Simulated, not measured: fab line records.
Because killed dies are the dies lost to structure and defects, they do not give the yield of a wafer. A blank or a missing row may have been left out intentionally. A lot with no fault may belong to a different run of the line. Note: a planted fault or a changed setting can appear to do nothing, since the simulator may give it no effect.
What tool caused it? | flow sky130 | 7 lots, 21 wafers sampled, at 4 steps of a route of 708

## WHAT EACH GAUGE READ, for each wafer
SKY_VT_ADJUST_LVTN_TW_MEAS_10.
lot  | measured     | on           | VT_ADJUST_LVTN_TW
L508 | day 7 02:56  | filmMetro-04 | 241.1 240.1 239.3
L517 | day 9 11:53  | filmMetro-04 | 29.7 29.9 29.8
L519 | day 10 03:06 | filmMetro-02 | 238.9 240.9 239.0
L521 | day 10 12:47 | filmMetro-02 | 239.0 239.0 238.4
L524 | day 11 09:18 | filmMetro-03 | 241.1 241.6 240.9
L526 | day 12 07:36 | filmMetro-02 | 239.5 239.4 238.1
L528 | day 13 00:41 | filmMetro-02 | 239.7 238.0 240.3

## TOOL THAT RAN EACH LOT (tool first, then ch and the chambers of the sampled wafers, then the start)
lot  | SKY_DNWELL_STRIP_08                | SKY_VT_ADJUST_HVTP_STRIP_10        | SKY_VT_ADJUST_LVTN_STRIP_09
L508 | plasmaAsher-04 ch 1, day 3 10:10   | plasmaAsher-02 ch 0,1, day 6 07:58 | plasmaAsher-04 ch 0,1, day 7 02:50
L517 | plasmaAsher-04 ch 0, day 5 09:55   | plasmaAsher-03 ch 0, day 8 15:29   | plasmaAsher-02 ch 0,1, day 9 11:47
L519 | plasmaAsher-01 ch 0,1, day 5 22:45 | plasmaAsher-01 ch 0,1, day 9 05:50 | plasmaAsher-01 ch 0,1, day 10 03:00
L521 | plasmaAsher-02 ch 0,1, day 6 07:02 | plasmaAsher-01 ch 0,1, day 9 15:00 | plasmaAsher-01 ch 0,1, day 10 12:41
L524 | plasmaAsher-01 ch 0,1, day 6 22:23 | plasmaAsher-03 ch 1, day 10 09:54  | plasmaAsher-04 ch 0,1, day 11 09:12
L526 | plasmaAsher-04 ch 0,1, day 7 16:06 | plasmaAsher-02 ch 0, day 11 07:07  | plasmaAsher-04 ch 0,1, day 12 07:30
L528 | plasmaAsher-01 ch 0,1, day 8 07:10 | plasmaAsher-02 ch 1, day 11 23:26  | plasmaAsher-01 ch 0,1, day 13 00:35
- SKY_DNWELL_STRIP_08: strips in O2/N2.
- SKY_VT_ADJUST_HVTP_STRIP_10: strips in O2/N2.
- SKY_VT_ADJUST_LVTN_STRIP_09: strips in O2/N2.

## THE ANSWER, worked out from the rows above alone
Rule: the lots themselves supply what counts as usual. The widest of any qualifying gaps counts: lots, ordered by their means at a reading, are off when they make up no more than a third of the lots, leave a main group of 4 or more, and stand apart from it by 3 or more times the standard deviation of that group's means. Not used: any main group whose means are identical at the precision the tables above print for the reading. A lot without any number at a reading at which 4 lots or more have one is off too. Any other lot the step has rows for is counted as sound.
Off: L517, seen at SKY_VT_ADJUST_LVTN_TW_MEAS_10 (VT_ADJUST_LVTN_TW). The main group has a mean of 239.7 with a standard deviation of 0.81.
If a tool, at a process step before that reading, ran all the lots that are off and no sound lot after the first of them, it fits. Those tools and the gauges at SKY_VT_ADJUST_LVTN_TW_MEAS_10 are tried in the same way. 2 tools fit, plasmaAsher-02 at SKY_VT_ADJUST_LVTN_STRIP_09 and filmMetro-04 at SKY_VT_ADJUST_LVTN_TW_MEAS_10, so this cannot tell which one it is.

## WHAT THE SIMULATOR HAD PUT IN
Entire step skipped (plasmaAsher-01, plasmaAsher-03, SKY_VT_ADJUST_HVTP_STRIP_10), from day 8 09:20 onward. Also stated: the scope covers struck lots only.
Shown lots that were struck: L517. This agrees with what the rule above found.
